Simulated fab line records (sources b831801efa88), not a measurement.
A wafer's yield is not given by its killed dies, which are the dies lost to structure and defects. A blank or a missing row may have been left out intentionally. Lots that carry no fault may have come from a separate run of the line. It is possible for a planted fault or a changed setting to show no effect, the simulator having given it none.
Problem report in the 8D (eight disciplines) form, filled by code	flow sky130	the parts of the form that need people (team, actions taken, sign-off) are left out

## 1. PROBLEM STATEMENT
SKY_PAD_OPEN_PROBE_99, killed_at_other: mean 43.5 on 2 wafers (1 lot); fault-free wafers 0.4, standard deviation 0.56. That puts it +77 standard deviations away from the usual mean.
The first sign was on wafer L983.1 at day 49 09:55, on prober-01. Wafers with a number at this step in the record: 33, from 11 lots. Rule for "out", or "out of limits": more than 4 standard deviations from the usual mean. The rest of the wafers with a number are treated as sound.

## 2. WHAT IT IS, WHAT IT ISN'T
question	is	is not
which readings at this step	killed_at_other, defect_limited_yield, killed_dies, sort_bin_5_function, sort_n_pass, sort_yield_pct	killed_at_M0_to_M3, killed_at_M4_up, killed_at_contacts, killed_at_front_end, killed_open, killed_short
which lots	L983	L969, L970, L973, L975, L976, L977, L978, L985, L987, L991
which wafers of those lots	L983.1, L983.4	L983.3
read on which tools	prober-01	prober-02
when	from day 49 09:55	up to then (21 sound wafers); but 10 sound wafers of L983, L985, L987, L991 came after

## 3. WHAT RULES OUT EACH SUSPECT
Counting: a tool at a process step up to the reading stays a suspect if it ran every lot that is out. Sound lots after the first of them don't rule it out here, since some wafers of a struck lot are sound.
- rie_metal-04 at SKY_CAPM_METAL_ETCH_13 (etches TiN in Cl2/BCl3, stops on SiO2, target depth 220 nm, time 62.9 s): kept. The lot that is out, L983, ran on it at day 41 22:11; the last sound lot it ran before that was L977, at day 40 07:03.
- rie_diel-02 at SKY_VIA4_ETCH_12 (etches SiO2 in C4F8/O2/Ar, stops on TiN, target depth 580 nm): kept. The lot that is out, L983, ran on it at day 46 18:20; the last sound lot it ran before that was L970, at day 43 02:37.
- pvd_sputter-04 at SKY_METAL5_SPUTTER_00 (material Ti, target thk 15 nm, time 10 s): kept. The lot that is out, L983, ran on it at day 46 21:28; the last sound lot it ran before that was L978, at day 45 23:37.
- plasma_asher-02 at SKY_PAD_OPEN_STRIP_08 (strips in O2/N2): kept. The lot that is out, L983, ran on it at day 49 07:43; the last sound lot it ran before that was L978, at day 48 11:57.
- prober-01 at SKY_PAD_OPEN_PROBE_99: kept. The lot that is out, L983, ran on it at day 49 09:55; the last sound lot it ran before that was L978, at day 48 14:10. Out on those wafers are its own readings of defect_limited_yield, killed_at_other, killed_dies, sort_bin_5_function, sort_n_pass, sort_yield_pct.
- The sound lot-mates ran in chamber 0 of rie_metal-04 at SKY_CAPM_METAL_ETCH_13, but the wafers that are out ran in chamber 1.
- Within rie_diel-02 at SKY_VIA4_ETCH_12: the wafers that are out ran in chambers 0, 1; their sound lot-mates ran in chamber 3.
Left after counting: rie_metal-04 at SKY_CAPM_METAL_ETCH_13, rie_diel-02 at SKY_VIA4_ETCH_12, pvd_sputter-04 at SKY_METAL5_SPUTTER_00, plasma_asher-02 at SKY_PAD_OPEN_STRIP_08, prober-01 at SKY_PAD_OPEN_PROBE_99.

## 4. THE CAUSE (what the simulator had put in)
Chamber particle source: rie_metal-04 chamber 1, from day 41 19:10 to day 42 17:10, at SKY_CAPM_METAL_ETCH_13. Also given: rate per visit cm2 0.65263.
5 suspects survive the count, and this tool is in that group.

## 5. THE CHAIN OF EFFECTS, in route order
Each row: a reading whose mean over the struck wafers that have a number lies more than 3 standard deviations from the usual. Only readings whose record carries a usual standard deviation are examined. hours: median over the lots of the time between each lot's start at the first step of this table that gives one and its start at this step. sigmas: the change, counted in usual standard deviations.
hours	step	reading	usual	on struck wafers	change	sigmas
0	SKY_PAD_OPEN_PROBE_99	defect_limited_yield	82.5 %	72.0	-10.5	-5.5
0	SKY_PAD_OPEN_PROBE_99	killed_at_other	0.4	43.5	+43.1	+77
0	SKY_PAD_OPEN_PROBE_99	killed_dies	86	138	+52	+5.5
0	SKY_PAD_OPEN_PROBE_99	sort_bin_5_function	10.4 %	17.3	+6.9	+4.6
0	SKY_PAD_OPEN_PROBE_99	sort_n_pass	406	354	-52	-5.5
0	SKY_PAD_OPEN_PROBE_99	sort_yield_pct	82.5 %	72.0	-10.5	-5.5
It contains these process steps:
- SKY_PAD_OPEN_PROBE_99

## 6. WHAT WOULD HAVE CAUGHT IT SOONER
In this record no reading fell out of limits until day 49 09:55, 183 hours after the fault had begun at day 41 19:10.
No tool reading at SKY_CAPM_METAL_ETCH_13 that has a usual standard deviation in the record was out on any struck wafer, so an alarm limit of 4 standard deviations on those readings would not have fired.
The start of SKY_CAPM_METAL_ETCH_13 on rie_metal-04 came by day 49 09:55 for every one of the lots that are out (1). A hold on the tool at that time would have spared none of them.
